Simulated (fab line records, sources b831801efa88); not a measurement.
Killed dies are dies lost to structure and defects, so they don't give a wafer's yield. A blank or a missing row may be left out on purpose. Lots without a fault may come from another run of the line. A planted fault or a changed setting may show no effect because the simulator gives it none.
Which tool did it? | flow sfq_line | 15 lots, 45 wafers sampled, at 6 steps of a route of 325

WHAT THE GAUGES READ, wafer by wafer
SFQ_M6_RS_MEAS_938: measures by four-point-probe. Usual: M6_NB_RS 0.893 ohm/sq, standard deviation 0.0099.
lot  | measured     | on            | M6_NB_RS (ohm/sq) | flag
L662 | day 69 21:29 | film_metro-03 | 0.879 0.875 0.877 |
L663 | day 70 09:37 | film_metro-03 | 0.893 0.886 0.891 |
L664 | day 72 20:14 | film_metro-01 | 0.882 0.891 0.896 |
L665 | day 74 00:43 | film_metro-03 | 0.881 0.880 0.882 |
L666 | day 74 05:37 | film_metro-02 | 0.877 0.880 0.876 |
L668 | day 75 03:14 | film_metro-03 | 0.892 0.894 0.891 |
L670 | day 75 10:37 | film_metro-03 | 0.885 0.885 0.896 |
L671 | day 75 19:07 | film_metro-01 | 0.884 0.892 0.899 |
L673 | day 76 14:26 | film_metro-02 | 0.909 0.915 0.913 |
L676 | day 77 05:26 | film_metro-02 | 0.906 0.884 0.904 |
L679 | day 77 19:22 | film_metro-03 | 0.890 0.893 0.893 |
L680 | day 78 04:31 | film_metro-01 | 0.884 0.882 0.882 |
L682 | day 78 18:20 | film_metro-03 | 0.878 0.876 0.882 |
L684 | day 79 07:42 | film_metro-01 | 0.899 0.895 0.886 |
L685 | day 79 11:07 | film_metro-02 | 0.899 0.898 0.910 |

SFQ_M8_RS_MEAS_949: measures by four-point-probe. Usual: M8_AU_RS 0.1534 ohm/sq, standard deviation 0.0019.
lot  | measured     | on            | M8_AU_RS (ohm/sq)                         | flag
L662 | day 83 04:02 | film_metro-01 | 0.1509 0.1476 0.1523                      |
L663 | day 84 05:14 | film_metro-03 | 0.1528 0.1533 0.1530                      |
L664 | day 84 07:41 | film_metro-01 | 0.1508 0.1549 0.1546                      |
L665 | day 84 12:35 | film_metro-03 | 0.1543 0.1533 0.1525                      |
L666 | day 85 01:06 | film_metro-01 | 0.1521 0.1559 0.1547                      |
L668 | day 85 05:55 | film_metro-02 | 0.1532 0.1518 0.1517                      |
L670 | day 85 11:54 | film_metro-01 | 0.1539 0.1559 0.1517                      |
L671 | day 85 14:09 | film_metro-03 | 0.1528 0.1524 0.1531                      |
L673 | day 89 13:33 | film_metro-03 | 0.1547 0.1577 0.1575                      |
L676 | day 90 00:31 | film_metro-02 | 0.1555 0.1540 0.1572                      |
L679 | day 91 15:52 | film_metro-01 | 0.1534 0.1531 0.1543                      |
L680 | day 91 17:04 | film_metro-02 | 0.1272 0.1547 0.1536 0.1274 0.1546 0.1534 | OFF
L682 | day 91 19:29 | film_metro-01 | 0.1510 0.1507 0.1245 0.1509 0.1508 0.1241 | OFF
L684 | day 91 21:52 | film_metro-03 | 0.1270 0.1536 0.1544 0.1267 0.1541 0.1542 | OFF
L685 | day 91 23:04 | film_metro-01 | 0.1523 0.1505 0.1503                      |

SFQ_M8_THK_MEAS_950: measures by xrf. Usual: M8_AU_THK 180.3 nm, standard deviation 2.3.
lot  | measured     | on            | M8_AU_THK (nm)                      | flag
L662 | day 83 04:10 | film_metro-01 | 182.1 187.0 180.4                   |
L663 | day 84 05:22 | film_metro-03 | 180.7 181.3 180.0                   |
L664 | day 84 07:47 | film_metro-01 | 182.1 177.5 177.4                   |
L665 | day 84 12:42 | film_metro-03 | 179.5 181.0 181.5                   |
L666 | day 85 01:13 | film_metro-01 | 184.0 178.6 180.5                   |
L668 | day 85 06:02 | film_metro-02 | 181.0 183.3 183.4                   |
L670 | day 85 12:01 | film_metro-01 | 180.7 178.6 183.3                   |
L671 | day 85 14:16 | film_metro-03 | 180.5 181.3 180.7                   |
L673 | day 89 13:40 | film_metro-03 | 179.7 177.1 176.4                   |
L676 | day 90 00:38 | film_metro-02 | 178.1 179.6 176.9                   |
L679 | day 91 15:59 | film_metro-01 | 178.9 178.6 177.1                   |
L680 | day 91 21:03 | film_metro-02 | 216.4 179.1 180.7 216.4 179.9 180.9 | OFF
L682 | day 92 00:56 | film_metro-01 | 182.3 183.2 221.6 182.8 183.6 221.8 | OFF
L684 | day 92 02:23 | film_metro-03 | 219.4 181.0 181.2 219.8 181.2 181.0 | OFF
L685 | day 91 23:11 | film_metro-01 | 179.7 182.2 183.0                   |

WHICH TOOL RAN EACH LOT (tool, then ch and the chambers of the sampled wafers, then the start)
lot  | SFQ_TRILAYER_M6_STRIP_STRIP_163   | SFQ_TRILAYER_I7_VIA_STRIP_STRIP_191 | SFQ_TRILAYER_M8_DEP_EVAP_196
L662 | rie_metal-02 ch 0,1, day 73 08:49 | rie_metal-01 ch 0,1, day 79 06:49   | pvd_sputter-01, day 83 03:31
L663 | rie_metal-03 ch 0,1, day 74 00:59 | rie_metal-04 ch 1, day 79 22:25     | pvd_sputter-02, day 84 04:43
L664 | rie_metal-02 ch 0,1, day 74 02:23 | rie_metal-01 ch 0,1, day 79 23:49   | pvd_sputter-01, day 84 07:07
L665 | rie_metal-03 ch 0,1, day 74 03:23 | rie_metal-04 ch 0,1, day 80 02:01   | pvd_sputter-02, day 84 12:03
L666 | rie_metal-01 ch 0,1, day 75 12:19 | rie_metal-02 ch 0, day 80 16:25     | pvd_sputter-01, day 85 00:35
L668 | rie_metal-02 ch 0,1, day 75 14:43 | rie_metal-04 ch 0,1, day 80 21:13   | pvd_sputter-01, day 85 05:23
L670 | rie_metal-03 ch 0,1, day 75 17:07 | rie_metal-02 ch 0,1, day 81 00:49   | pvd_sputter-01, day 85 11:23
L671 | rie_metal-01 ch 0,1, day 75 21:46 | rie_metal-01 ch 1, day 81 02:01     | pvd_sputter-02, day 85 13:38
L673 | rie_metal-02 ch 0,1, day 77 16:16 | rie_metal-02 ch 0,1, day 86 04:34   | pvd_sputter-01, day 89 13:02
L676 | rie_metal-01 ch 0,1, day 78 06:05 | rie_metal-02 ch 0,1, day 89 20:10   | pvd_sputter-01, day 89 23:59
L679 | rie_metal-01 ch 0,1, day 78 14:56 | rie_metal-02 ch 0,1, day 90 08:17   | pvd_sputter-02, day 91 15:21
L680 | rie_metal-01 ch 0,1, day 78 19:17 | rie_metal-04 ch 0, day 90 09:29     | pvd_sputter-01, day 91 16:33
L682 | rie_metal-03 ch 1, day 79 02:29   | rie_metal-02 ch 0,1, day 91 01:05   | pvd_sputter-01, day 91 18:57
L684 | rie_metal-02 ch 0,1, day 79 21:14 | rie_metal-01 ch 0,1, day 91 16:48   | pvd_sputter-01, day 91 21:21
L685 | rie_metal-03 ch 0,1, day 80 00:50 | rie_metal-02 ch 0,1, day 91 18:07   | pvd_sputter-02, day 91 22:33
- SFQ_TRILAYER_M6_STRIP_STRIP_163: strips in O2.
- SFQ_TRILAYER_I7_VIA_STRIP_STRIP_191: strips in O2.
- SFQ_TRILAYER_M8_DEP_EVAP_196: material Au, target thk 180 nm, time 900 s.

WHAT THE TOOLS THEMSELVES READ (means of the sampled wafers that have a number; where no wafer has one, the mark that the record gives instead)
SFQ_TRILAYER_M6_STRIP_STRIP_163. Usual: drypump_motor_current_A 5.4 A, standard deviation 0.42; he_backside_leak_sccm 3.56 sccm, standard deviation 0.25; oes_product_au 1.002 a.u., standard deviation 0.0099.
lot  | tool         | drypump_motor_current_A (A) | he_backside_leak_sccm (sccm) | oes_product_au (a.u.) | flag
L662 | rie_metal-02 | 5.1                         | 3.42                         | 0.993                 |
L663 | rie_metal-03 | 5.4                         | 3.32                         | 1.007                 |
L664 | rie_metal-02 | 5.5                         | 3.54                         | 1.011                 |
L665 | rie_metal-03 | 5.2                         | 3.51                         | 0.999                 |
L666 | rie_metal-01 | 5.3                         | 3.65                         | 1.007                 |
L668 | rie_metal-02 | 5.1                         | 3.55                         | 1.011                 |
L670 | rie_metal-03 | 5.4                         | 3.39                         | 1.000                 |
L671 | rie_metal-01 | 5.3                         | 3.68                         | 1.006                 |
L673 | rie_metal-02 | 5.1                         | 3.44                         | 1.005                 |
L676 | rie_metal-01 | 5.3                         | 3.53                         | 1.001                 |
L679 | rie_metal-01 | 5.5                         | 3.63                         | 1.002                 |
L680 | rie_metal-01 | 5.5                         | 3.73                         | 1.005                 |
L682 | rie_metal-03 | 4.9                         | 3.48                         | 0.998                 |
L684 | rie_metal-02 | 5.5                         | 3.52                         | 1.007                 |
L685 | rie_metal-03 | 5.4                         | 3.22                         | 0.997                 |

SFQ_TRILAYER_I7_VIA_STRIP_STRIP_191. Usual: drypump_motor_current_A 5.3 A, standard deviation 0.49; he_backside_leak_sccm 3.46 sccm, standard deviation 0.29; oes_product_au 1.000 a.u., standard deviation 0.013.
lot  | tool         | drypump_motor_current_A (A) | he_backside_leak_sccm (sccm) | oes_product_au (a.u.) | flag
L662 | rie_metal-01 | 5.3                         | 3.62                         | 1.003                 |
L663 | rie_metal-04 | 6.2                         | 3.41                         | 1.006                 |
L664 | rie_metal-01 | 5.3                         | 3.68                         | 0.989                 |
L665 | rie_metal-04 | 5.8                         | 3.52                         | 0.995                 |
L666 | rie_metal-02 | 5.8                         | 3.69                         | 1.024                 |
L668 | rie_metal-04 | 5.8                         | 3.42                         | 1.009                 |
L670 | rie_metal-02 | 5.5                         | 3.66                         | 1.010                 |
L671 | rie_metal-01 | 5.0                         | 3.56                         | 0.997                 |
L673 | rie_metal-02 | 5.1                         | 3.42                         | 0.990                 |
L676 | rie_metal-02 | 5.1                         | 3.50                         | 0.996                 |
L679 | rie_metal-02 | 5.1                         | 3.48                         | 0.997                 |
L680 | rie_metal-04 | 5.0                         | 3.11                         | 0.995                 |
L682 | rie_metal-02 | 5.5                         | 3.63                         | 1.002                 |
L684 | rie_metal-01 | 5.6                         | 3.12                         | 1.007                 |
L685 | rie_metal-02 | 5.5                         | 3.68                         | 1.011                 |

THE ANSWER, worked out from the rows above alone
Rule: a lot is off if the mean of its wafers that have a number lies more than 3 standard deviations from the usual mean. A lot without any number at a reading at which 4 lots or more have one is off too. The other lots that the step has rows for count as sound. The gauges are gone through in route order, then the tools' own readings, and for those a lot's mean is taken as printed above. The first step at which some lot is off is used, and at that step the reading that is off furthest; a lot without a number counts as furthest.
Off: L680, L682, L684, at SFQ_M8_RS_MEAS_949 (M8_AU_RS).
A tool fits if, at a process step before that reading, it ran every lot that is off, and no sound lot after the first of them. The gauges at SFQ_M8_RS_MEAS_949 are tried like those tools. One fits: pvd_sputter-01 at SFQ_TRILAYER_M8_DEP_EVAP_196. Its last sound lot is L676 (day 89 23:59), its first lot that is off L680 (day 91 16:33): a fault that began between those two fits.

WHAT THE SIMULATOR HAD PUT IN
Process parameter drift: pvd_sputter-01, from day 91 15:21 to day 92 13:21, at SFQ_TRILAYER_M8_DEP_EVAP_196. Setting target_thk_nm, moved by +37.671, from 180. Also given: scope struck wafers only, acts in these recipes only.
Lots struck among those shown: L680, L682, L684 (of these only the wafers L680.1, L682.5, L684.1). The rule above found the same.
